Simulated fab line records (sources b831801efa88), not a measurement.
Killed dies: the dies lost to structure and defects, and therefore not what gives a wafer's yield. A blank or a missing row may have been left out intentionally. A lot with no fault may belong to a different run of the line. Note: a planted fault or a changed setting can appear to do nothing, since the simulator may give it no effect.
fab line records :: flow sky130
record
  lots=7
  wafers=21
  last-day=49
route steps=708 shown LDD_N@240
lots that met no fault: from a run of the same line without faults
start-h: hours from the record's first day to the start of the lot's first wafer shown :: wait-h: time in hours since the lot's previous step :: " identical to the entry in the row above :: L1.1+2: several wafers, shown together as one row :: - no value present, or no start provided :: * or withheld: withheld :: < > ~ a bound
route shown NAME@n: NAME is a module with steps in the file, n the number in the route of the first one :: usual: mean/standard deviation of fault-free wafers :: same: alike in all rows :: chamber/n: place in a boat :: sites: readings site by site :: _std_site: standard deviation across them :: _edge_site: inner sites' mean taken away from outer sites' mean :: radius-mm: how far each site lies from the wafer's centre :: mask NAME#n: copy n :: behind: tool/chamber where the wafer was last shaped :: hold: reason for holding the lot/hours on hold/outcome of the hold :: device: the n, p or np transistor that did not switch :: end of line: tests run on the same wafers once the route is complete :: a step given without rows: its recipe and nothing more :: killed: not the wafer's yield, but the dies lost to structure and defects at the first sort :: map: per-die view of a wafer (x killed, . not killed, _ where there is no die)
set.NAME: the run value of the setting; set.NAME@STEP: its run value at that earlier step :: model.NAME: the simulator's own value behind a step, which no gauge read
certain route steps with their lots: each step a table, each wafer a row
services: a tool's chamber out of use, with start hour (start-h, from the record's first day; less than 0 if before it), hours out, and reason
## steps
# step SKY_LDD_N_SOFTBAKE_03
# recipe
  temp-c=90
  time-s=60
  resist=NOVOLAK
# step SKY_LDD_N_EXPOSE_04
# recipe
  mask-id=NTM
  target-cd-nm=840
  na=0.6
  source-shape=conventional
  sigma-outer=0.6
  dose-mj=110
# step SKY_LDD_N_PEB_05
# recipe
  temp-c=withheld
  time-s=*
  resist=NOVOLAK
# step SKY_LDD_N_DEVELOP_06
# recipe
  develop-time-s=60
  dev-temp-c=23
# step SKY_LDD_N_OVL_MEAS_07
# usual
  LDD_N_OVL=-0.1/1.2
lot.wafer: L220.1
tool: overlay-01
chamber: -
start-h: 406.52
wait-h: 0.1
LDD_N_OVL[nm]: -2.5

lot.wafer: L220.4
tool: overlay-01
chamber: -
start-h: 406.52
wait-h: 0.1
LDD_N_OVL[nm]: 1.0

lot.wafer: L220.6
tool: overlay-01
chamber: -
start-h: 406.52
wait-h: 0.1
LDD_N_OVL[nm]: -2.1

lot.wafer: L222.1
tool: overlay-01
chamber: -
start-h: 427.18
wait-h: 0.1
LDD_N_OVL[nm]: 0.6

lot.wafer: L222.3
tool: overlay-01
chamber: -
start-h: 427.18
wait-h: 0.1
LDD_N_OVL[nm]: -1.3

lot.wafer: L222.5
tool: overlay-01
chamber: -
start-h: 427.18
wait-h: 0.1
LDD_N_OVL[nm]: -0.4

lot.wafer: L223.2
tool: overlay-01
chamber: -
start-h: 438.89
wait-h: 0.1
LDD_N_OVL[nm]: 0.9

lot.wafer: L223.3
tool: overlay-01
chamber: -
start-h: 438.89
wait-h: 0.1
LDD_N_OVL[nm]: 0.6

lot.wafer: L223.4
tool: overlay-01
chamber: -
start-h: 438.89
wait-h: 0.1
LDD_N_OVL[nm]: -0.7

lot.wafer: L224.2
tool: overlay-01
chamber: -
start-h: 444.94
wait-h: 0.1
LDD_N_OVL[nm]: 3.0

lot.wafer: L224.5
tool: overlay-01
chamber: -
start-h: 444.94
wait-h: 0.1
LDD_N_OVL[nm]: 1.1

lot.wafer: L224.6
tool: overlay-01
chamber: -
start-h: 444.94
wait-h: 0.1
LDD_N_OVL[nm]: 2.3

lot.wafer: L229.3
tool: overlay-02
chamber: -
start-h: 493.23
wait-h: 0.1
LDD_N_OVL[nm]: -1.2

lot.wafer: L229.4
tool: overlay-02
chamber: -
start-h: 493.23
wait-h: 0.1
LDD_N_OVL[nm]: 0.2

lot.wafer: L229.6
tool: overlay-02
chamber: -
start-h: 493.23
wait-h: 0.1
LDD_N_OVL[nm]: -0.9

lot.wafer: L233.1
tool: overlay-02
chamber: -
start-h: 531.63
wait-h: 0.1
LDD_N_OVL[nm]: -0.7

lot.wafer: L233.2
tool: overlay-02
chamber: -
start-h: 531.63
wait-h: 0.1
LDD_N_OVL[nm]: -0.5

lot.wafer: L233.3
tool: overlay-02
chamber: -
start-h: 531.63
wait-h: 0.1
LDD_N_OVL[nm]: -1.8

lot.wafer: L235.2
tool: overlay-02
chamber: -
start-h: 546.53
wait-h: 0.1
LDD_N_OVL[nm]: -1.0

lot.wafer: L235.3
tool: overlay-02
chamber: -
start-h: 546.53
wait-h: 0.1
LDD_N_OVL[nm]: -0.9

lot.wafer: L235.4
tool: overlay-02
chamber: -
start-h: 546.53
wait-h: 0.1
LDD_N_OVL[nm]: -0.6
# step SKY_LDD_N_IMPLANT_08
# recipe
  species=As
  energy-kev=20
  dose-cm2=7.5e+13
  tilt-deg=withheld
  rotation-deg=23
# step SKY_LDD_N_IMPLANT_09
# recipe
  species=As
  energy-kev=20
  dose-cm2=7.5e+13
  tilt-deg=withheld
  rotation-deg=113
# step SKY_LDD_N_IMPLANT_10
# recipe
  species=As
  energy-kev=20
  dose-cm2=7.5e+13
  tilt-deg=withheld
  rotation-deg=203
# step SKY_LDD_N_IMPLANT_11
# recipe
  species=As
  energy-kev=20
  dose-cm2=7.5e+13
  tilt-deg=withheld
  rotation-deg=293
# step SKY_LDD_N_IMPLANT_12
# recipe
  species=BF2
  energy-kev=50
  dose-cm2=5e+12
  tilt-deg=30
  rotation-deg=0
# step SKY_LDD_N_IMPLANT_13
# recipe
  species=BF2
  energy-kev=50
  dose-cm2=5e+12
  tilt-deg=30
  rotation-deg=90
# step SKY_LDD_N_IMPLANT_14
# recipe
  species=BF2
  energy-kev=50
  dose-cm2=5e+12
  tilt-deg=30
  rotation-deg=180
# step SKY_LDD_N_IMPLANT_15
# recipe
  species=BF2
  energy-kev=50
  dose-cm2=5e+12
  tilt-deg=30
  rotation-deg=270
# usual
  beam-energy-keV=49.999/0.015
  beam-on-s=9.97/0.21
lot.wafer: L220.1
tool: implanter-02
chamber: 0
start-h: 407.61
wait-h: 0.1
beam-energy-keV: 50.009
beam-on-s: 10.52

lot.wafer: L220.4
tool: implanter-02
chamber: 0
start-h: 407.61
wait-h: 0.1
beam-energy-keV: 50.015
beam-on-s: 10.01

lot.wafer: L220.6
tool: implanter-02
chamber: 0
start-h: 407.61
wait-h: 0.1
beam-energy-keV: 50.006
beam-on-s: 10.00

lot.wafer: L222.1
tool: implanter-02
chamber: -
start-h: 428.27
wait-h: 0.1
beam-energy-keV: -
beam-on-s: -

lot.wafer: L222.3
tool: implanter-02
chamber: -
start-h: 428.27
wait-h: 0.1
beam-energy-keV: -
beam-on-s: -

lot.wafer: L222.5
tool: implanter-02
chamber: -
start-h: 428.27
wait-h: 0.1
beam-energy-keV: -
beam-on-s: -

lot.wafer: L223.2
tool: implanter-03
chamber: -
start-h: 439.99
wait-h: 0.1
beam-energy-keV: -
beam-on-s: -

lot.wafer: L223.3
tool: implanter-03
chamber: -
start-h: 439.99
wait-h: 0.1
beam-energy-keV: -
beam-on-s: -

lot.wafer: L223.4
tool: implanter-03
chamber: -
start-h: 439.99
wait-h: 0.1
beam-energy-keV: -
beam-on-s: -

lot.wafer: L224.2
tool: implanter-04
chamber: -
start-h: 446.04
wait-h: 0.1
beam-energy-keV: -
beam-on-s: -

lot.wafer: L224.5
tool: implanter-04
chamber: -
start-h: 446.04
wait-h: 0.1
beam-energy-keV: -
beam-on-s: -

lot.wafer: L224.6
tool: implanter-04
chamber: -
start-h: 446.04
wait-h: 0.1
beam-energy-keV: -
beam-on-s: -

lot.wafer: L229.3
tool: implanter-04
chamber: 0
start-h: 494.36
wait-h: 0.1
beam-energy-keV: 49.999
beam-on-s: 9.80

lot.wafer: L229.4
tool: implanter-04
chamber: 0
start-h: 494.36
wait-h: 0.1
beam-energy-keV: 50.010
beam-on-s: 9.97

lot.wafer: L229.6
tool: implanter-04
chamber: 0
start-h: 494.36
wait-h: 0.1
beam-energy-keV: 49.999
beam-on-s: 10.11

lot.wafer: L233.1
tool: implanter-04
chamber: 0
start-h: 532.72
wait-h: 0.1
beam-energy-keV: 50.013
beam-on-s: 10.11

lot.wafer: L233.2
tool: implanter-04
chamber: 0
start-h: 532.72
wait-h: 0.1
beam-energy-keV: 49.998
beam-on-s: 9.89

lot.wafer: L233.3
tool: implanter-04
chamber: 0
start-h: 532.72
wait-h: 0.1
beam-energy-keV: 49.994
beam-on-s: 9.91

lot.wafer: L235.2
tool: implanter-03
chamber: 0
start-h: 547.63
wait-h: 0.1
beam-energy-keV: 49.984
beam-on-s: 10.13

lot.wafer: L235.3
tool: implanter-03
chamber: 0
start-h: 547.63
wait-h: 0.1
beam-energy-keV: 49.993
beam-on-s: 9.88

lot.wafer: L235.4
tool: implanter-03
chamber: 0
start-h: 547.63
wait-h: 0.1
beam-energy-keV: 49.982
beam-on-s: 9.97
# step SKY_LDD_N_STRIP_16
# recipe
  chemistry=O2/N2
  power-w=1400
  pressure-mtorr=1500
  platen-temp-c=withheld
  o2-flow-sccm=3000
  n2-flow-sccm=300
  overash-fraction=0.5
# usual
  drypump-motor-current-A=6.08/0.25
  oes-product-au=0.407/0.0046
  strip-time-to-endpoint-s=4.317/0.016
lot.wafer: L220.1
tool: plasma-asher-04
chamber: 1
start-h: 407.76
wait-h: 0.1
drypump-motor-current-A: 5.98
oes-product-au: 0.401
rf-hours-counter-h: 75
strip-time-to-endpoint-s: 4.290

lot.wafer: L220.4
tool: plasma-asher-04
chamber: 0
start-h: 407.76
wait-h: 0.1
drypump-motor-current-A: 6.24
oes-product-au: 0.406
rf-hours-counter-h: -
strip-time-to-endpoint-s: 4.300

lot.wafer: L220.6
tool: plasma-asher-04
chamber: 0
start-h: 407.76
wait-h: 0.1
drypump-motor-current-A: 6.28
oes-product-au: 0.408
rf-hours-counter-h: -
strip-time-to-endpoint-s: 4.305

lot.wafer: L222.1
tool: plasma-asher-03
chamber: 1
start-h: 428.42
wait-h: 0.1
drypump-motor-current-A: 6.02
oes-product-au: 0.408
rf-hours-counter-h: 60
strip-time-to-endpoint-s: 4.310

lot.wafer: L222.3
tool: plasma-asher-03
chamber: 1
start-h: 428.42
wait-h: 0.1
drypump-motor-current-A: 5.99
oes-product-au: 0.413
rf-hours-counter-h: -
strip-time-to-endpoint-s: 4.294

lot.wafer: L222.5
tool: plasma-asher-03
chamber: 1
start-h: 428.42
wait-h: 0.1
drypump-motor-current-A: 6.02
oes-product-au: 0.410
rf-hours-counter-h: -
strip-time-to-endpoint-s: 4.321

lot.wafer: L223.2
tool: plasma-asher-03
chamber: 1
start-h: 440.12
wait-h: 0.1
drypump-motor-current-A: 6.01
oes-product-au: 0.405
rf-hours-counter-h: 61
strip-time-to-endpoint-s: 4.281

lot.wafer: L223.3
tool: plasma-asher-03
chamber: 1
start-h: 440.12
wait-h: 0.1
drypump-motor-current-A: 6.00
oes-product-au: 0.409
rf-hours-counter-h: -
strip-time-to-endpoint-s: 4.283

lot.wafer: L223.4
tool: plasma-asher-03
chamber: 0
start-h: 440.12
wait-h: 0.1
drypump-motor-current-A: 6.42
oes-product-au: 0.413
rf-hours-counter-h: -
strip-time-to-endpoint-s: 4.273

lot.wafer: L224.2
tool: plasma-asher-04
chamber: 1
start-h: 446.17
wait-h: 0.1
drypump-motor-current-A: 5.96
oes-product-au: 0.407
rf-hours-counter-h: 1
strip-time-to-endpoint-s: 4.296

lot.wafer: L224.5
tool: plasma-asher-04
chamber: 1
start-h: 446.17
wait-h: 0.1
drypump-motor-current-A: 5.97
oes-product-au: 0.402
rf-hours-counter-h: -
strip-time-to-endpoint-s: 4.296

lot.wafer: L224.6
tool: plasma-asher-04
chamber: 0
start-h: 446.17
wait-h: 0.1
drypump-motor-current-A: 6.29
oes-product-au: 0.406
rf-hours-counter-h: -
strip-time-to-endpoint-s: 4.311

lot.wafer: L229.3
tool: plasma-asher-01
chamber: 1
start-h: 494.49
wait-h: 0.1
drypump-motor-current-A: 6.04
oes-product-au: 0.407
rf-hours-counter-h: -
strip-time-to-endpoint-s: 4.339

lot.wafer: L229.4
tool: plasma-asher-01
chamber: 0
start-h: 494.49
wait-h: 0.1
drypump-motor-current-A: 5.59
oes-product-au: 0.410
rf-hours-counter-h: -
strip-time-to-endpoint-s: 4.328

lot.wafer: L229.6
tool: plasma-asher-01
chamber: 1
start-h: 494.49
wait-h: 0.1
drypump-motor-current-A: 6.02
oes-product-au: 0.410
rf-hours-counter-h: -
strip-time-to-endpoint-s: 4.318

lot.wafer: L233.1
tool: plasma-asher-04
chamber: 0
start-h: 532.87
wait-h: 0.1
drypump-motor-current-A: 6.22
oes-product-au: 0.406
rf-hours-counter-h: 10
strip-time-to-endpoint-s: 4.294

lot.wafer: L233.2
tool: plasma-asher-04
chamber: 1
start-h: 532.87
wait-h: 0.1
drypump-motor-current-A: 5.97
oes-product-au: 0.394
rf-hours-counter-h: 10
strip-time-to-endpoint-s: 4.304

lot.wafer: L233.3
tool: plasma-asher-04
chamber: 0
start-h: 532.87
wait-h: 0.1
drypump-motor-current-A: 6.22
oes-product-au: 0.407
rf-hours-counter-h: -
strip-time-to-endpoint-s: 4.302

lot.wafer: L235.2
tool: plasma-asher-03
chamber: 1
start-h: 547.76
wait-h: 0.1
drypump-motor-current-A: 6.04
oes-product-au: 0.402
rf-hours-counter-h: 72
strip-time-to-endpoint-s: 4.314

lot.wafer: L235.3
tool: plasma-asher-03
chamber: 0
start-h: 547.76
wait-h: 0.1
drypump-motor-current-A: 6.43
oes-product-au: 0.410
rf-hours-counter-h: -
strip-time-to-endpoint-s: 4.302

lot.wafer: L235.4
tool: plasma-asher-03
chamber: 1
start-h: 547.76
wait-h: 0.1
drypump-motor-current-A: 6.03
oes-product-au: 0.413
rf-hours-counter-h: -
strip-time-to-endpoint-s: 4.318
## services
tool: plasma-asher-01
chamber: -
start-h: 396.24
hours: 4.5
kind: repair

tool: plasma-asher-04
chamber: -
start-h: 401.99
hours: 0.6
kind: repair

tool: plasma-asher-04
chamber: -
start-h: 421.25
hours: 9.0
kind: pm

tool: plasma-asher-04
chamber: 0
start-h: 421.25
hours: 9.0
kind: vent-cycle

tool: plasma-asher-04
chamber: 1
start-h: 421.25
hours: 9.0
kind: vent-cycle

tool: plasma-asher-04
chamber: 0
start-h: 430.25
hours: -
kind: clean

tool: plasma-asher-04
chamber: 1
start-h: 430.25
hours: -
kind: clean

tool: plasma-asher-01
chamber: -
start-h: 442.55
hours: 13.8
kind: repair

tool: implanter-04
chamber: -
start-h: 459.14
hours: 11.1
kind: repair

tool: implanter-02
chamber: -
start-h: 473.36
hours: 105.9
kind: repair

tool: implanter-04
chamber: -
start-h: 480.74
hours: 5.0
kind: pm

tool: implanter-03
chamber: -
start-h: 483.65
hours: 1.6
kind: repair

tool: implanter-02
chamber: -
start-h: 498.30
hours: 3.9
kind: repair

tool: implanter-03
chamber: -
start-h: 510.64
hours: 2.6
kind: repair
## key
first-sign
  step=SKY_LDD_N_IMPLANT_15
  reading=tool-record
  direction=missing
effect none on later readings
met-at SKY_LDD_N_IMPLANT_15
struck-wafers L222.1,L222.3,L222.5,L223.2,L223.3,L223.4,L224.2,L224.5,L224.6
later-rows-left-out L222.1,L222.3,L222.5,L223.2,L223.3,L223.4,L224.2,L224.5,L224.6
sort-left-out L222.1,L222.3,L222.5,L223.2,L223.3,L223.4,L224.2,L224.5,L224.6
tester-left-out L222,L223,L224
onset-between 407.61 428.27
fault
  kind=skipped-step-whole
  tool=implanter-02,implanter-03,implanter-04
  chamber=-
  onset-h=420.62
  steps=SKY_LDD_N_IMPLANT_15
  scope=struck-lots-only
# tester-left-out: of these lots the tester's yield and bins aren't shown, on N5 and GAA mostly nor the transistor test; their killed dies are dies lost to structure and defects alone, not to doping, threshold or leakage, so they don't give the yield
# sort-left-out: the simulated sort isn't trusted on such a fault, so these wafers' sort isn't shown, and their yield isn't known
# later-rows-left-out: the simulator's readings of these wafers behind a module that went badly wrong aren't trusted and aren't shown, but for the sort
